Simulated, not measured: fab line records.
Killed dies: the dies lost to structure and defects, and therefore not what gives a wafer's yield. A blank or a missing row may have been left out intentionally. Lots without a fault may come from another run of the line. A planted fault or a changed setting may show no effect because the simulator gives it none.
The tool behind it: which one? / flow sky130 / Sampling: 12 lots, 36 wafers, 5 of 708 route steps

## WHAT THE GAUGES SHOWED, per wafer
SKY_CAPM_THK_MEAS_01. Usual: CAPM_CVD_00_THK typically reads 15.40 nm, with standard deviation 0.18.
lot=L863; measured=day 36 16:58; on=film metro-04; CAPM_CVD_00_THK (nm)=14.98 15.66 15.42; flag=
lot=L864; measured=day 37 01:00; on=film metro-02; CAPM_CVD_00_THK (nm)=31.18 31.24 31.49; flag=OFF
lot=L865; measured=day 37 04:30; on=film metro-04; CAPM_CVD_00_THK (nm)=30.52 31.00 30.81; flag=OFF
lot=L876; measured=day 40 15:09; on=film metro-02; CAPM_CVD_00_THK (nm)=15.48 15.45 15.69; flag=
lot=L877; measured=day 41 01:50; on=film metro-03; CAPM_CVD_00_THK (nm)=15.13 15.15 15.33; flag=
lot=L879; measured=day 41 22:10; on=film metro-04; CAPM_CVD_00_THK (nm)=15.31 15.56 15.41; flag=
lot=L881; measured=day 42 02:13; on=film metro-02; CAPM_CVD_00_THK (nm)=15.46 15.69 15.80; flag=
lot=L880; measured=day 42 04:09; on=film metro-04; CAPM_CVD_00_THK (nm)=15.33 15.34 15.64; flag=
lot=L883; measured=day 42 13:30; on=film metro-04; CAPM_CVD_00_THK (nm)=15.12 15.41 15.35; flag=
lot=L884; measured=day 42 19:58; on=film metro-04; CAPM_CVD_00_THK (nm)=15.41 15.30 15.46; flag=
lot=L885; measured=day 43 04:41; on=film metro-03; CAPM_CVD_00_THK (nm)=15.10 15.41 15.44; flag=
lot=L886; measured=day 43 10:21; on=film metro-03; CAPM_CVD_00_THK (nm)=15.32 15.58 15.41; flag=

## WHAT TOOL EACH LOT RAN ON (gives the tool, then ch and the chambers of the sampled wafers, and finally the start)
lot=L863; SKY_METAL3_SPUTTER_00=pvd sputter-01, day 36 16:47; SKY_METAL3_SPUTTER_02=pvd sputter-01, day 36 16:50; SKY_METAL3_SPUTTER_04=pvd sputter-01, day 36 16:54; SKY_CAPM_CVD_00=pecvd-01 ch 0,1,2, day 36 16:56
lot=L864; SKY_METAL3_SPUTTER_00=pvd sputter-03, day 37 00:37; SKY_METAL3_SPUTTER_02=pvd sputter-03, day 37 00:40; SKY_METAL3_SPUTTER_04=pvd sputter-03, day 37 00:44; SKY_CAPM_CVD_00=pecvd-04 ch 0,1,2, day 37 00:00
lot=L865; SKY_METAL3_SPUTTER_00=pvd sputter-03, day 37 04:08; SKY_METAL3_SPUTTER_02=pvd sputter-03, day 37 04:11; SKY_METAL3_SPUTTER_04=pvd sputter-03, day 37 04:15; SKY_CAPM_CVD_00=pecvd-01 ch 0,1, day 37 04:00
lot=L876; SKY_METAL3_SPUTTER_00=pvd sputter-01, day 40 14:59; SKY_METAL3_SPUTTER_02=pvd sputter-01, day 40 15:02; SKY_METAL3_SPUTTER_04=pvd sputter-01, day 40 15:05; SKY_CAPM_CVD_00=pecvd-04 ch 0,1, day 40 15:08
lot=L877; SKY_METAL3_SPUTTER_00=pvd sputter-04, day 41 01:38; SKY_METAL3_SPUTTER_02=pvd sputter-04, day 41 01:41; SKY_METAL3_SPUTTER_04=pvd sputter-04, day 41 01:45; SKY_CAPM_CVD_00=pecvd-03 ch 1,2, day 41 01:48
lot=L879; SKY_METAL3_SPUTTER_00=pvd sputter-01, day 41 21:58; SKY_METAL3_SPUTTER_02=pvd sputter-01, day 41 22:01; SKY_METAL3_SPUTTER_04=pvd sputter-01, day 41 22:05; SKY_CAPM_CVD_00=pecvd-01 ch 0,1,2, day 41 22:08
lot=L881; SKY_METAL3_SPUTTER_00=pvd sputter-03, day 42 02:02; SKY_METAL3_SPUTTER_02=pvd sputter-03, day 42 02:05; SKY_METAL3_SPUTTER_04=pvd sputter-03, day 42 02:08; SKY_CAPM_CVD_00=pecvd-01 ch 0,1,2, day 42 02:11
lot=L880; SKY_METAL3_SPUTTER_00=pvd sputter-04, day 42 03:59; SKY_METAL3_SPUTTER_02=pvd sputter-04, day 42 04:01; SKY_METAL3_SPUTTER_04=pvd sputter-04, day 42 04:05; SKY_CAPM_CVD_00=pecvd-03 ch 0,1, day 42 04:08
lot=L883; SKY_METAL3_SPUTTER_00=pvd sputter-01, day 42 13:20; SKY_METAL3_SPUTTER_02=pvd sputter-01, day 42 13:22; SKY_METAL3_SPUTTER_04=pvd sputter-01, day 42 13:26; SKY_CAPM_CVD_00=pecvd-03 ch 1,2, day 42 13:29
lot=L884; SKY_METAL3_SPUTTER_00=pvd sputter-03, day 42 19:48; SKY_METAL3_SPUTTER_02=pvd sputter-03, day 42 19:51; SKY_METAL3_SPUTTER_04=pvd sputter-03, day 42 19:54; SKY_CAPM_CVD_00=pecvd-03 ch 0,1,2, day 42 19:57
lot=L885; SKY_METAL3_SPUTTER_00=pvd sputter-03, day 43 04:29; SKY_METAL3_SPUTTER_02=pvd sputter-03, day 43 04:32; SKY_METAL3_SPUTTER_04=pvd sputter-03, day 43 04:36; SKY_CAPM_CVD_00=pecvd-04 ch 0,2, day 43 04:39
lot=L886; SKY_METAL3_SPUTTER_00=pvd sputter-01, day 43 10:10; SKY_METAL3_SPUTTER_02=pvd sputter-01, day 43 10:12; SKY_METAL3_SPUTTER_04=pvd sputter-01, day 43 10:16; SKY_CAPM_CVD_00=pecvd-04 ch 0, day 43 10:19
- SKY_METAL3_SPUTTER_00: material Ti, target thk 15 nm, time 10 s.
- SKY_METAL3_SPUTTER_02: material AlCu, target thk 735 nm, time 39.1 s.
- SKY_METAL3_SPUTTER_04: material TiN, target thk 70 nm, time 58.3 s.
- SKY_CAPM_CVD_00: deposits SiO2, target thk 15.5 nm.

## WHAT THE TOOLS THEMSELVES READ (means of the sampled wafers that have a number; where no wafer has one, the mark that the record gives instead)
SKY_METAL3_SPUTTER_00. Usual: chamber pressure pa 0.4000 Pa, standard deviation 0.00072; throttle valve pct 29.5 %, standard deviation 0.94.
lot=L863; tool=pvd sputter-01; chamber pressure pa (Pa)=0.3993; throttle valve pct (%)=28.9; flag=
lot=L864; tool=pvd sputter-03; chamber pressure pa (Pa)=0.3994; throttle valve pct (%)=29.8; flag=
lot=L865; tool=pvd sputter-03; chamber pressure pa (Pa)=0.4005; throttle valve pct (%)=29.9; flag=
lot=L876; tool=pvd sputter-01; chamber pressure pa (Pa)=0.4002; throttle valve pct (%)=28.9; flag=
lot=L877; tool=pvd sputter-04; chamber pressure pa (Pa)=0.4001; throttle valve pct (%)=29.8; flag=
lot=L879; tool=pvd sputter-01; chamber pressure pa (Pa)=0.4006; throttle valve pct (%)=28.8; flag=
lot=L881; tool=pvd sputter-03; chamber pressure pa (Pa)=0.4004; throttle valve pct (%)=29.5; flag=
lot=L880; tool=pvd sputter-04; chamber pressure pa (Pa)=0.3995; throttle valve pct (%)=29.7; flag=
lot=L883; tool=pvd sputter-01; chamber pressure pa (Pa)=0.4003; throttle valve pct (%)=28.8; flag=
lot=L884; tool=pvd sputter-03; chamber pressure pa (Pa)=0.3995; throttle valve pct (%)=29.8; flag=
lot=L885; tool=pvd sputter-03; chamber pressure pa (Pa)=0.3993; throttle valve pct (%)=29.9; flag=
lot=L886; tool=pvd sputter-01; chamber pressure pa (Pa)=0.4010; throttle valve pct (%)=28.9; flag=

SKY_METAL3_SPUTTER_02. Usual: chamber pressure pa 0.4000 Pa, standard deviation 0.00083; throttle valve pct 29.6 %, standard deviation 0.94.
lot=L863; tool=pvd sputter-01; chamber pressure pa (Pa)=0.4002; throttle valve pct (%)=29.1; flag=
lot=L864; tool=pvd sputter-03; chamber pressure pa (Pa)=0.3994; throttle valve pct (%)=29.8; flag=
lot=L865; tool=pvd sputter-03; chamber pressure pa (Pa)=0.4004; throttle valve pct (%)=29.7; flag=
lot=L876; tool=pvd sputter-01; chamber pressure pa (Pa)=0.4000; throttle valve pct (%)=28.7; flag=
lot=L877; tool=pvd sputter-04; chamber pressure pa (Pa)=0.3996; throttle valve pct (%)=29.9; flag=
lot=L879; tool=pvd sputter-01; chamber pressure pa (Pa)=0.4000; throttle valve pct (%)=28.8; flag=
lot=L881; tool=pvd sputter-03; chamber pressure pa (Pa)=0.3995; throttle valve pct (%)=29.6; flag=
lot=L880; tool=pvd sputter-04; chamber pressure pa (Pa)=0.4003; throttle valve pct (%)=29.8; flag=
lot=L883; tool=pvd sputter-01; chamber pressure pa (Pa)=0.4003; throttle valve pct (%)=29.2; flag=
lot=L884; tool=pvd sputter-03; chamber pressure pa (Pa)=0.4008; throttle valve pct (%)=29.7; flag=
lot=L885; tool=pvd sputter-03; chamber pressure pa (Pa)=0.3995; throttle valve pct (%)=30.0; flag=
lot=L886; tool=pvd sputter-01; chamber pressure pa (Pa)=0.4011; throttle valve pct (%)=29.0; flag=

SKY_METAL3_SPUTTER_04. Usual: chamber pressure pa 0.4000 Pa, standard deviation 0.00079; throttle valve pct 29.5 %, standard deviation 0.94.
lot=L863; tool=pvd sputter-01; chamber pressure pa (Pa)=0.3995; throttle valve pct (%)=29.1; flag=
lot=L864; tool=pvd sputter-03; chamber pressure pa (Pa)=0.3999; throttle valve pct (%)=29.9; flag=
lot=L865; tool=pvd sputter-03; chamber pressure pa (Pa)=0.4002; throttle valve pct (%)=29.8; flag=
lot=L876; tool=pvd sputter-01; chamber pressure pa (Pa)=0.4007; throttle valve pct (%)=28.9; flag=
lot=L877; tool=pvd sputter-04; chamber pressure pa (Pa)=0.4002; throttle valve pct (%)=29.7; flag=
lot=L879; tool=pvd sputter-01; chamber pressure pa (Pa)=0.4000; throttle valve pct (%)=28.8; flag=
lot=L881; tool=pvd sputter-03; chamber pressure pa (Pa)=0.3999; throttle valve pct (%)=29.5; flag=
lot=L880; tool=pvd sputter-04; chamber pressure pa (Pa)=0.3996; throttle valve pct (%)=29.6; flag=
lot=L883; tool=pvd sputter-01; chamber pressure pa (Pa)=0.3999; throttle valve pct (%)=28.9; flag=
lot=L884; tool=pvd sputter-03; chamber pressure pa (Pa)=0.4007; throttle valve pct (%)=29.7; flag=
lot=L885; tool=pvd sputter-03; chamber pressure pa (Pa)=0.4003; throttle valve pct (%)=29.8; flag=
lot=L886; tool=pvd sputter-01; chamber pressure pa (Pa)=0.4004; throttle valve pct (%)=29.0; flag=

SKY_CAPM_CVD_00. Usual: 746 W for heater power w, sd 77.
lot=L863; tool=pecvd-01; heater power w (W)=811; flag=
lot=L864; tool=pecvd-04; heater power w (W)=734; flag=
lot=L865; tool=pecvd-01; heater power w (W)=698; flag=
lot=L876; tool=pecvd-04; heater power w (W)=693; flag=
lot=L877; tool=pecvd-03; heater power w (W)=687; flag=
lot=L879; tool=pecvd-01; heater power w (W)=774; flag=
lot=L881; tool=pecvd-01; heater power w (W)=816; flag=
lot=L880; tool=pecvd-03; heater power w (W)=708; flag=
lot=L883; tool=pecvd-03; heater power w (W)=696; flag=
lot=L884; tool=pecvd-03; heater power w (W)=716; flag=
lot=L885; tool=pecvd-04; heater power w (W)=697; flag=
lot=L886; tool=pecvd-04; heater power w (W)=688; flag=

## THE ANSWER, worked out from the rows above alone
Rule: a lot counts as off when the mean over its wafers that have a number is more than 3 standard deviations away from the usual mean. A lot without any number at a reading at which 4 lots or more have one is off too. Any other lot the step has rows for is counted as sound. The gauges are gone through in route order, then the tools' own readings, and for those a lot's mean is taken as printed above. At the first step where some lot is off, the reading lying furthest off is the one used; lots without a number count as furthest.
Off: L864, L865, at SKY_CAPM_THK_MEAS_01 (CAPM_CVD_00_THK).
If a tool, at a process step before that reading, ran all the lots that are off and no sound lot after the first of them, it fits. The gauges at SKY_CAPM_THK_MEAS_01 are tried like those tools. Not one of the candidates tried fits.

## WHAT THE SIMULATOR PUT IN
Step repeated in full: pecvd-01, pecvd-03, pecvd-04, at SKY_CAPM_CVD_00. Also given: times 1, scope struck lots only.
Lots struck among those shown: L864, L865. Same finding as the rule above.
